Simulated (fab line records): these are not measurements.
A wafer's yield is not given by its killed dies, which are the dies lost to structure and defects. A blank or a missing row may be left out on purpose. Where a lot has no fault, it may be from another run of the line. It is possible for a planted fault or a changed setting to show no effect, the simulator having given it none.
Which tool did it? || flow gf180mcu || 14 lots, 42 wafers sampled, at 3 steps of a route of 602

== WHAT THE GAUGES READ, wafer by wafer ==
GF_V1_THK_MEAS_25: measures by xrf.
{"lot": "L542", "measured": "day 17 11:22", "on": "film-metro-03", "V1_W_THK (nm)": "352 350 349"}
{"lot": "L543", "measured": "day 17 18:01", "on": "film-metro-04", "V1_W_THK (nm)": "348 346 349"}
{"lot": "L545", "measured": "day 18 22:39", "on": "film-metro-03", "V1_W_THK (nm)": "350 350 349"}
{"lot": "L544", "measured": "day 18 23:59", "on": "film-metro-01", "V1_W_THK (nm)": "355 351 357"}
{"lot": "L546", "measured": "day 19 10:50", "on": "film-metro-01", "V1_W_THK (nm)": "350 355 355"}
{"lot": "L547", "measured": "day 19 18:27", "on": "film-metro-03", "V1_W_THK (nm)": "347 348 348"}
{"lot": "L548", "measured": "day 19 23:37", "on": "film-metro-03", "V1_W_THK (nm)": "349 353 351"}
{"lot": "L551", "measured": "day 20 23:09", "on": "film-metro-03", "V1_W_THK (nm)": "355 357 353"}
{"lot": "L552", "measured": "day 21 02:06", "on": "film-metro-01", "V1_W_THK (nm)": "354 353 353"}
{"lot": "L555", "measured": "day 22 18:37", "on": "film-metro-04", "V1_W_THK (nm)": "352 347 348"}
{"lot": "L558", "measured": "day 23 12:07", "on": "film-metro-01", "V1_W_THK (nm)": "353 349 359"}
{"lot": "L559", "measured": "day 24 00:56", "on": "film-metro-01", "V1_W_THK (nm)": "360 361 355"}
{"lot": "L561", "measured": "day 24 13:50", "on": "film-metro-03", "V1_W_THK (nm)": "354 350 347"}
{"lot": "L565", "measured": "day 25 21:41", "on": "film-metro-03", "V1_W_THK (nm)": "345 345 348"}

GF_V3_THK_MEAS_01.
{"lot": "L542", "measured": "day 20 12:14", "on": "film-metro-03", "V3_CVD_00_THK (nm)": "592 601 598"}
{"lot": "L543", "measured": "day 20 21:54", "on": "film-metro-04", "V3_CVD_00_THK (nm)": "587 593 587"}
{"lot": "L545", "measured": "day 22 03:38", "on": "film-metro-04", "V3_CVD_00_THK (nm)": "599 592 594"}
{"lot": "L544", "measured": "day 22 05:19", "on": "film-metro-04", "V3_CVD_00_THK (nm)": "606 608 603"}
{"lot": "L546", "measured": "day 22 14:05", "on": "film-metro-03", "V3_CVD_00_THK (nm)": "600 593 601"}
{"lot": "L547", "measured": "day 22 23:01", "on": "film-metro-04", "V3_CVD_00_THK (nm)": "602 604 605"}
{"lot": "L548", "measured": "day 23 04:41", "on": "film-metro-03", "V3_CVD_00_THK (nm)": "596 601 604"}
{"lot": "L551", "measured": "day 24 03:19", "on": "film-metro-03", "V3_CVD_00_THK (nm)": "599 609 596"}
{"lot": "L552", "measured": "day 24 06:15", "on": "film-metro-03", "V3_CVD_00_THK (nm)": "614 600 596"}
{"lot": "L555", "measured": "day 25 18:37", "on": "film-metro-03", "V3_CVD_00_THK (nm)": "605 594 607"}
{"lot": "L561", "measured": "day 27 10:13", "on": "film-metro-01", "V3_CVD_00_THK (nm)": "606 607 611"}
{"lot": "L565", "measured": "day 28 15:37", "on": "film-metro-01", "V3_CVD_00_THK (nm)": "592 601 603"}

== TOOL THAT RAN EACH LOT (tool first, then ch and the chambers of the sampled wafers, then the start) ==
{"lot": "L542", "GF_V2_PEB_12": "litho-track-03 ch 0, day 19 12:17"}
{"lot": "L543", "GF_V2_PEB_12": "litho-track-03 ch 0, day 19 18:53"}
{"lot": "L545", "GF_V2_PEB_12": "litho-track-04 ch 0, day 21 00:03"}
{"lot": "L544", "GF_V2_PEB_12": "litho-track-04 ch 0, day 21 01:30"}
{"lot": "L546", "GF_V2_PEB_12": "litho-track-02 ch 0, day 21 10:50"}
{"lot": "L547", "GF_V2_PEB_12": "litho-track-04 ch 0, day 21 17:30"}
{"lot": "L548", "GF_V2_PEB_12": "litho-track-04 ch 0, day 22 01:24"}
{"lot": "L551", "GF_V2_PEB_12": "litho-track-03 ch 0, day 23 01:02"}
{"lot": "L552", "GF_V2_PEB_12": "litho-track-03 ch 0, day 23 04:34"}
{"lot": "L555", "GF_V2_PEB_12": "litho-track-03 ch 0, day 24 17:32"}
{"lot": "L558", "GF_V2_PEB_12": "litho-track-03, day 25 11:17"}
{"lot": "L559", "GF_V2_PEB_12": "litho-track-03, day 25 23:50"}
{"lot": "L561", "GF_V2_PEB_12": "litho-track-04 ch 0, day 26 10:49"}
{"lot": "L565", "GF_V2_PEB_12": "litho-track-02 ch 0, day 27 17:53"}
- GF_V2_PEB_12: peb time 91.89 s.

== WHAT THE TOOLS THEMSELVES READ (means of the sampled wafers that have a number; where no wafer has one, the mark that the record gives instead) ==
GF_V2_PEB_12.
{"lot": "L542", "tool": "litho-track-03", "chill-plate-temp-C (C)": 23.07, "exhaust-pa (Pa)": 45.5, "plate-sensor-t-centre-C (C)": 136.12, "plate-sensor-t-edge-C (C)": 136.30}
{"lot": "L543", "tool": "litho-track-03", "chill-plate-temp-C (C)": 23.17, "exhaust-pa (Pa)": 45.3, "plate-sensor-t-centre-C (C)": 136.13, "plate-sensor-t-edge-C (C)": 136.29}
{"lot": "L545", "tool": "litho-track-04", "chill-plate-temp-C (C)": 23.11, "exhaust-pa (Pa)": 43.8, "plate-sensor-t-centre-C (C)": 136.13, "plate-sensor-t-edge-C (C)": 136.29}
{"lot": "L544", "tool": "litho-track-04", "chill-plate-temp-C (C)": 22.99, "exhaust-pa (Pa)": 44.7, "plate-sensor-t-centre-C (C)": 136.12, "plate-sensor-t-edge-C (C)": 136.29}
{"lot": "L546", "tool": "litho-track-02", "chill-plate-temp-C (C)": 22.72, "exhaust-pa (Pa)": 43.9, "plate-sensor-t-centre-C (C)": 136.12, "plate-sensor-t-edge-C (C)": 136.29}
{"lot": "L547", "tool": "litho-track-04", "chill-plate-temp-C (C)": 22.98, "exhaust-pa (Pa)": 45.8, "plate-sensor-t-centre-C (C)": 136.12, "plate-sensor-t-edge-C (C)": 136.29}
{"lot": "L548", "tool": "litho-track-04", "chill-plate-temp-C (C)": 23.21, "exhaust-pa (Pa)": 46.2, "plate-sensor-t-centre-C (C)": 136.13, "plate-sensor-t-edge-C (C)": 136.30}
{"lot": "L551", "tool": "litho-track-03", "chill-plate-temp-C (C)": 23.14, "exhaust-pa (Pa)": 45.2, "plate-sensor-t-centre-C (C)": 136.13, "plate-sensor-t-edge-C (C)": 136.29}
{"lot": "L552", "tool": "litho-track-03", "chill-plate-temp-C (C)": 23.04, "exhaust-pa (Pa)": 45.3, "plate-sensor-t-centre-C (C)": 136.14, "plate-sensor-t-edge-C (C)": 136.29}
{"lot": "L555", "tool": "litho-track-03", "chill-plate-temp-C (C)": 22.85, "exhaust-pa (Pa)": 45.4, "plate-sensor-t-centre-C (C)": 136.11, "plate-sensor-t-edge-C (C)": 136.29}
{"lot": "L558", "tool": "litho-track-03", "chill-plate-temp-C (C)": "-", "exhaust-pa (Pa)": "-", "plate-sensor-t-centre-C (C)": "-", "plate-sensor-t-edge-C (C)": "-"}
{"lot": "L559", "tool": "litho-track-03", "chill-plate-temp-C (C)": "-", "exhaust-pa (Pa)": "-", "plate-sensor-t-centre-C (C)": "-", "plate-sensor-t-edge-C (C)": "-"}
{"lot": "L561", "tool": "litho-track-04", "chill-plate-temp-C (C)": 23.09, "exhaust-pa (Pa)": 44.0, "plate-sensor-t-centre-C (C)": 136.12, "plate-sensor-t-edge-C (C)": 136.30}
{"lot": "L565", "tool": "litho-track-02", "chill-plate-temp-C (C)": 23.09, "exhaust-pa (Pa)": 45.4, "plate-sensor-t-centre-C (C)": 136.14, "plate-sensor-t-edge-C (C)": 136.31}

== THE ANSWER, worked out from the rows above alone ==
Rule: what is usual is taken from the lots themselves. Put in order of their means at a reading, lots are off if they are a third of the lots or fewer, leave a main group of 4 or more, and stand apart from it by a gap of 3 or more times the standard deviation of the main group's means; of several such gaps the widest counts. The tables above print the reading to a certain number of digits; a main group whose means all agree to those digits is not used. A lot without any number at a reading at which 4 lots or more have one is off too. The other lots that the step has rows for count as sound. After the gauges, taken in route order, come the tools' own readings; for these a lot's mean is taken, as printed above. The first step at which some lot is off is used, and at that step the reading that is off furthest; a lot without a number counts as furthest.
Off, at GF_V2_PEB_12 on chill-plate-temp-C: L558, L559. Without a number there: L558, L559. For the main group the mean is 23.04 C and the standard deviation 0.13.
A tool fits if, at that step or a process step before it, it ran every lot that is off, and no sound lot after the first of them. One fits: litho-track-03 at GF_V2_PEB_12. Its last sound lot is L555 (day 24 17:32), its first lot that is off L558 (day 25 11:17): a fault that began between those two fits.
Blank at GF_V2_PEB_12 on the lots that are off, where sound lots have numbers: chill-plate-temp-C, exhaust-pa, plate-sensor-t-centre-C, plate-sensor-t-edge-C.

== WHAT WAS PUT IN BY THE SIMULATOR ==
Beginning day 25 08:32, the whole step at GF_V2_PEB_12 was skipped on litho-track-03. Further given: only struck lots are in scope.
Struck lots among those shown: L558, L559. The rule above found the same.
